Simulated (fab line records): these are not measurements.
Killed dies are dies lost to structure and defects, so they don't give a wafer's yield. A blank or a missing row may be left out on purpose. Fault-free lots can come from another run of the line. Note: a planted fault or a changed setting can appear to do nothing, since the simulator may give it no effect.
fab line records | flow gf180mcu
[record] lots = 6 wafers = 18 lastDay = 34
route steps=602 shown V3@439
lots untouched by any fault: they come from a run of this same line in which no faults occurred
startH: the number of hours between the record's first day and the start of the first shown wafer of the lot | waitH: hours since the lot's step before | " identical to the entry in the row above | L1.1+2: a row that stands for several wafers | - either no value or no given start | * or withheld: withheld | < > ~ a bound
route shown NAME@n: names a module that has steps shown in the file, with the first one's number in the route | usual: average and standard deviation across the fault-free wafers | same: alike in all rows | chamber/n: place in a boat | sites: per-site readings | _std_site: standard deviation of those values | _edge_site: the outer-site mean with the inner-site mean subtracted | radiusMm: for every site, how far away it sits from the centre of the wafer | mask NAME#n: copy n | behind: the most recent tool/chamber to have shaped the wafer | hold: reason for holding the lot/hours on hold/outcome of the hold | device: the n, p or np transistor that did not switch | end of line: the same wafers' tests at the end of the route | a step given without rows: its recipe and nothing more | killed: at the first sort, the dies lost to defects and structure; wafer yield is something else | map: dies across one wafer; x = killed, . = not, _ = none there
set.NAME: the setting as run; set.NAME@STEP: as run at that earlier step | model.NAME: the simulator's own value behind a step, which no gauge read
certain route steps with their lots: each step a table, each wafer a row
services: when a tool's chamber went out of use (startH, in hours from the record's first day, below 0 if earlier), for how many hours, and the reason
[[steps]]
[step GF_V3_SOFTBAKE_10]
[recipe] tempC = 130 timeS = 60 resist = KrF
[step GF_V3_EXPOSE_11]
[recipe] maskId = Via3 targetCdNm = 260 na = 0.68 sourceShape = conventional sigmaOuter = 0.6 doseMj = 38
[step GF_V3_PEB_12]
[recipe] pebTempC = 135 pebTimeS = 87.49 resist = KrF
[step GF_V3_DEVELOP_13]
[recipe] developTimeS = 60 resist = KrF devTempC = 21
[step GF_V3_CD_MEAS_14]
[recipe] targetCdNm = 260
[usual] cdNm = 259.8/1.1
// columns lot.wafer tool chamber startH waitH cdNm
L103.4 cdSem-01 - 529.77 0.1 260.2
L103.5 " - " " 261.3
L103.6 " - " " 260.6
L108.2 cdSem-02 - 590.99 0.1 261.3
L108.3 " - " " 260.2
L108.6 " - " " 260.4
L118.2 cdSem-01 - 655.79 0.1 264.1
L118.3 " - " " 262.8
L118.5 " - " " 263.3
L117.2 cdSem-01 - 656.34 0.1 261.2
L117.5 " - " " 262.3
L117.6 " - " " 260.0
L123.1 cdSem-02 - 686.36 0.1 259.4
L123.2 " - " " 260.2
L123.5 " - " " 259.5
L125.1 cdSem-02 - 699.11 0.1 258.3
L125.2 " - " " 257.7
L125.5 " - " " 257.1
[step GF_V3_OVL_MEAS_15]
[usual] V3_OVL = 1/6.9
// columns lot.wafer tool chamber startH waitH V3_OVL[nm]
L103.4 overlay-02 - 529.85 0.1 0
L103.5 " - " " -1
L103.6 " - " " -4
L108.2 overlay-01 - 591.10 0.1 -8
L108.3 " - " " -1
L108.6 " - " " 1
L118.2 overlay-01 - 655.90 0.1 -3
L118.3 " - " " -13
L118.5 " - " " -5
L117.2 overlay-01 - 656.45 0.1 1
L117.5 " - " " 4
L117.6 " - " " 2
L123.1 overlay-02 - 686.48 0.1 6
L123.2 " - " " -8
L123.5 " - " " 2
L125.1 overlay-01 - 699.23 0.1 19
L125.2 " - " " 16
L125.5 " - " " 4
[step GF_V3_ETCH_16]
[recipe] chemistry = N2/H2 targetDepthA = withheld overetchA = withheld timeS = withheld target = BARC ionEnergyEv = 200 sourceW = 500 biasW = 100 pressureMtorr = 30 n2FlowSccm = 100 h2FlowSccm = 200
[usual] biasW = 100.0/0.32 drypumpMotorCurrentA = 5.5/0.48 n2FlowSccm = 99.96/0.26 oesProductAu = 0.855/0.0044 throttleValvePct = 13.224/0.0094
// columns lot.wafer tool chamber startH waitH biasW drypumpMotorCurrentA n2FlowSccm oesProductAu throttleValvePct
L103.4 rieDiel-02 1 529.86 0.0 100.1 5.7 100.01 0.856 13.222
L103.5 " 0 " " 99.9 4.9 100.16 0.863 13.219
L103.6 " 3 " " 99.7 5.8 100.03 0.851 13.219
L108.2 rieDiel-04 2 591.13 0.0 99.8 5.7 99.92 0.857 13.210
L108.3 " 0 " " 100.2 4.9 100.30 0.859 13.221
L108.6 " 0 " " 99.9 4.9 100.25 0.855 13.223
L118.2 rieDiel-02 0 655.93 0.0 100.0 5.0 100.05 0.846 13.227
L118.3 " 3 " " 99.8 5.8 99.94 0.847 13.219
L118.5 " 1 " " 100.3 5.6 99.81 0.854 13.215
L117.2 rieDiel-01 2 656.48 0.0 99.9 5.8 99.61 0.853 13.223
L117.5 " 0 " " 100.3 5.1 99.61 0.855 13.228
L117.6 " 3 " " 100.2 6.1 99.41 0.855 13.231
L123.1 rieDiel-02 1 686.51 0.0 99.4 5.6 99.87 0.846 13.219
L123.2 " 2 " " 100.4 5.9 100.26 0.859 13.222
L123.5 " 0 " " 100.3 4.9 99.69 0.846 13.235
L125.1 rieDiel-01 0 699.26 0.0 100.3 5.1 99.68 0.853 13.219
L125.2 " 1 " " 100.0 4.7 99.79 0.849 13.222
L125.5 " 1 " " 100.0 4.7 99.63 0.851 13.210
[step GF_V3_ETCH_17]
[recipe] chemistry = C4F8/O2/Ar maskMaterial = KrF target = SiO2 stopOn = TiN sourceW = 1500 biasW = 1200 pressureMtorr = 40 c4f8FlowSccm = withheld O2_flow_sccm = 6 Ar_flow_sccm = 300 timeS = withheld targetDepthA = 6350
[usual] biasW = 1199/4 oesProductAu = 0.855/0.0049
// columns lot.wafer tool chamber startH waitH biasW oesProductAu
L103.4 rieDiel-02 1 - - 1199 0.854
L103.5 " 0 " " 1197 0.845
L103.6 " 3 " " 1190 0.855
L108.2 rieDiel-04 2 - - 1202 0.856
L108.3 " 0 " " 1198 0.855
L108.6 " 0 " " 1198 0.859
L118.2 rieDiel-02 0 - - 1200 0.856
L118.3 " 3 " " 1206 0.859
L118.5 " 1 " " 1198 0.857
L117.2 rieDiel-01 2 - - 1197 0.860
L117.5 " 0 " " 1193 0.857
L117.6 " 3 " " 1206 0.850
L123.1 rieDiel-02 1 - - 1197 0.857
L123.2 " 2 " " 1191 0.848
L123.5 " 0 " " 1191 0.853
L125.1 rieDiel-01 0 - - 1197 0.863
L125.2 " 1 " " 1197 0.856
L125.5 " 1 " " 1201 0.860
[step GF_V3_STRIP_18]
[recipe] chemistry = O2/N2 powerW = 1400 pressureMtorr = 1500 platenTempC = 250 o2FlowSccm = 3000 n2FlowSccm = 300 overashFraction = 0.5
[usual] drypumpMotorCurrentA = 5.7/0.59 heaterPowerW = 336/35 n2FlowSccm = 300.1/1 oesProductAu = 0.593/0.0048
// columns lot.wafer tool chamber startH waitH drypumpMotorCurrentA heaterPowerW n2FlowSccm oesProductAu rfHoursCounterH
L103.4 plasmaAsher-04 1 530.03 - 6.4 409 300.5 0.600 -
L103.5 " 1 " " 6.5 406 301.0 0.595 -
L103.6 " 0 " " 5.2 351 300.9 0.597 -
L108.2 plasmaAsher-02 0 591.26 - 5.6 339 299.7 0.593 92
L108.3 " 0 " " 5.6 339 297.8 0.592 -
L108.6 " 1 " " 6.4 318 300.1 0.591 -
L118.2 plasmaAsher-01 0 656.06 - 4.8 319 297.4 0.597 87
L118.3 " 0 " " 4.8 307 298.8 0.585 -
L118.5 " 0 " " 4.8 311 299.4 0.592 -
L117.2 plasmaAsher-04 0 656.61 - 5.2 355 300.8 0.581 22
L117.5 " 1 " " 6.4 395 300.0 0.597 -
L117.6 " 0 " " 5.2 348 300.4 0.594 -
L123.1 plasmaAsher-02 1 686.64 - 6.5 317 299.7 0.592 101
L123.2 " 0 " " 5.6 343 300.1 0.594 101
L123.5 " 1 " " 6.5 331 301.8 0.591 -
L125.1 plasmaAsher-02 1 699.39 - 6.4 322 300.3 0.591 103
L125.2 " 0 " " 5.6 340 301.6 0.592 103
L125.5 " 0 " " 5.6 337 300.3 0.596 -
[step GF_V3_STRIP_19]
[recipe] chemistry = postEtchResidueRemover timeS = 1200 tempC = 72.5
[step GF_V3_CLEAN_20]
[recipe] chemistry = DIW dry = n2Spin
[step GF_V3_SPUTTER_21]
[recipe] material = Ti targetThkNm = 15 chamberPressurePa = 5 powerW = 2500 substrateTempC = 200 timeS = 80.02
[usual] cathodeDcPowerW = 2500.0/0.44 chamberPressurePa = 5.000/0.0097 substrateTempC = 200.01/0.17 throttleValvePct = 30.2/0.87
// columns lot.wafer tool chamber startH waitH cathodeDcPowerW chamberPressurePa substrateTempC throttleValvePct
L103.4 pvdSputter-02 - 530.54 0.0 2499.4 4.989 200.26 30.5
L103.5 " - " " 2499.9 4.996 200.23 30.4
L103.6 " - " " 2499.3 5.003 199.81 30.8
L108.2 pvdSputter-04 - 591.79 0.0 2499.6 4.984 200.11 30.9
L108.3 " - " " 2500.6 4.998 200.12 29.1
L108.6 " - " " 2499.7 4.989 199.84 29.6
L118.2 pvdSputter-02 - 656.59 0.0 2500.1 4.988 199.89 30.4
L118.3 " - " " 2499.4 5.007 200.06 30.6
L118.5 " - " " 2500.4 5.002 200.02 29.3
L117.2 pvdSputter-04 - 657.54 0.0 2499.9 5.001 200.02 29.4
L117.5 " - " " 2499.9 4.994 200.26 29.7
L117.6 " - " " 2498.9 5.012 199.98 30.3
L123.1 pvdSputter-01 - 687.52 0.0 2499.3 4.987 200.07 29.1
L123.2 " - " " 2500.6 5.008 200.20 31.3
L123.5 " - " " 2500.0 5.006 199.72 31.6
L125.1 pvdSputter-04 - 699.93 0.0 2500.3 4.998 200.00 30.2
L125.2 " - " " 2500.0 4.988 200.09 29.6
L125.5 " - " " 2500.3 5.014 200.06 29.7
[step GF_V3_SPUTTER_22]
[recipe] material = TiN targetThkNm = 10 chamberPressurePa = 5 powerW = 4000 timeS = 40
[usual] cathodeDcPowerW = 4000.1/0.71 chamberPressurePa = 5.001/0.0098 throttleValvePct = 30.3/0.86
// columns lot.wafer tool chamber startH waitH cathodeDcPowerW chamberPressurePa throttleValvePct
L103.4 pvdSputter-02 - 530.61 0.0 3999.8 5.005 30.5
L103.5 " - " " 3999.9 5.007 30.5
L103.6 " - " " 4000.3 4.982 30.7
L108.2 pvdSputter-04 - 591.85 0.0 3998.2 4.999 31.3
L108.3 " - " " 4000.4 4.999 29.7
L108.6 " - " " 3999.3 5.019 29.5
L118.2 pvdSputter-02 - 656.65 0.0 - - -
L118.3 " - " " - - -
L118.5 " - " " - - -
L117.2 pvdSputter-04 - 657.60 0.0 - - -
L117.5 " - " " - - -
L117.6 " - " " - - -
L123.1 pvdSputter-01 - 687.58 0.0 3999.6 5.005 29.4
L123.2 " - " " 3999.4 4.999 31.1
L123.5 " - " " 4000.1 4.999 31.4
L125.1 pvdSputter-04 - 699.99 0.0 3999.9 5.015 30.3
L125.2 " - " " 3999.7 4.979 29.7
L125.5 " - " " 4000.6 4.999 29.5
[step GF_V3_CVD_23]
[recipe] material = W targetThkNm = 350 timeS = 104.9 tempC = 400 pressureTorr = 40
[usual] heaterPowerW = 812/110
// columns lot.wafer tool chamber startH waitH heaterPowerW
L103.4 cvdW-01 0 530.68 0.1 940
L103.5 " 1 " " 667
L103.6 " 0 " " 942
L108.2 cvdW-01 1 591.89 0.0 652
L108.3 " 1 " " 654
L108.6 " 1 " " 664
L118.2 cvdW-02 1 656.69 0.0 817
L118.3 " 1 " " 801
L118.5 " 1 " " 788
L117.2 cvdW-02 1 657.64 0.0 819
L117.5 " 0 " " 850
L117.6 " 1 " " 822
L123.1 cvdW-01 1 687.62 0.0 644
L123.2 " 0 " " 933
L123.5 " 0 " " 925
L125.1 cvdW-02 0 700.03 0.0 873
L125.2 " 1 " " 822
L125.5 " 1 " " 811
[[services]]
// columns tool chamber startH hours kind
pvdSputter-02 - 523.83 6.7 repair
rieDiel-04 0 524.69 5.6 repair
plasmaAsher-02 - 527.15 0.7 repair
rieDiel-01 1 536.99 5.5 repair
cvdW-02 - 538.91 0.3 repair
cvdW-01 1 545.59 4.9 repair
pvdSputter-01 - 546.55 2.9 repair
rieDiel-01 2 552.85 2.5 repair
rieDiel-02 2 562.25 20.6 repair
cvdW-01 - 589.52 0.3 repair
pvdSputter-04 - 617.91 5.6 repair
plasmaAsher-04 - 618.46 2.8 repair
pvdSputter-01 - 630.58 2.0 repair
plasmaAsher-04 - 637.86 5.9 repair
rieDiel-04 1 639.03 5.0 repair
cvdW-01 - 642.13 1.5 repair
rieDiel-04 0 645.29 13.5 repair
pvdSputter-01 - 646.15 14.4 repair
cvdW-01 - 652.95 6.0 pm
pvdSputter-04 - 661.09 8.7 repair
plasmaAsher-02 - 665.75 14.6 pm
rieDiel-02 3 672.21 9.9 repair
rieDiel-01 - 689.84 2.8 pm
rieDiel-01 2 693.54 4.7 repair
[[key]]
[firstSign] step = GF_V3_SPUTTER_22 reading = toolRecord direction = missing
effect none on later readings
metAt GF_V3_SPUTTER_22
struckWafers L117.2,L117.5,L117.6,L118.2,L118.3,L118.5
laterRowsLeftOut L117.2,L117.5,L117.6,L118.2,L118.3,L118.5
sortLeftOut L117.2,L117.5,L117.6,L118.2,L118.3,L118.5
[loopTrim] step = GF_V3_EXPOSE_11 setting = dose lots = L118
onsetBetween 591.85 656.65
[fault] kind = skippedStepWhole tool = pvdSputter-02,pvdSputter-04 chamber = - onsetH = 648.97 steps = GF_V3_SPUTTER_22 scope = struckLotsOnly
// sortLeftOut: the simulated sort isn't trusted on such a fault, so these wafers' sort isn't shown, and their yield isn't known
// laterRowsLeftOut: the simulator's readings of these wafers behind a module that went badly wrong aren't trusted and aren't shown, but for the sort
// loopTrim: a control loop set the setting to another value than it would have without faults
